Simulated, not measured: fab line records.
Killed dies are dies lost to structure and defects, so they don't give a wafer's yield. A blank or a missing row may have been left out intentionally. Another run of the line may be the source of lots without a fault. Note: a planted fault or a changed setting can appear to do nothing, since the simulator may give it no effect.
Chamber matching -- flow gf180mcu -- 4 sister chambers for GF_V5_CMP_04 on cmp-01
The step polishes SiO2. 4 wafers are shown with their chamber, then 7 later ones without.

## WAFERS WITH THEIR CHAMBER
wafer,chamber,motor current A (A)
L866.2,3,12.3
L866.5,0,11.9
L869.1,2,10.6
L869.4,1,13.7

## WAFERS WITH NO CHAMBER GIVEN
wafer,motor current A (A)
L869.5,10.2
L877.1,12.2
L877.2,10.8
L877.6,12.1
L878.1,13.8
L878.3,12.5
L878.6,12.0

## EACH ONE'S CHAMBER
wafer,from the rows above,in truth
L869.5,2,2
L877.1,can't be placed: 3 or 0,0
L877.2,2,2
L877.6,can't be placed: 0 or 3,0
L878.1,1,1
L878.3,can't be placed: 3 or 0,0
L878.6,can't be placed: 0 or 3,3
Correctly placed: 3 of 7. From these rows, 4 cannot be placed; in 4 the true chamber is one of the candidates. Placed wrongly: 0.
How it was worked out, from the rows above alone: a wafer's distance from a chamber is the root of the sum, over the readings, of the square of ((its reading less the chamber's mean) divided by the reading's scatter). The wafer belongs to the nearest chamber; if the next one is less than 2 further off, it can't be placed. The mean given for a chamber averages the wafers shown for that chamber. The scatter (one wafer shown for each chamber): square how far every hidden wafer sits from the nearest shown wafer, average those squares and take the square root.
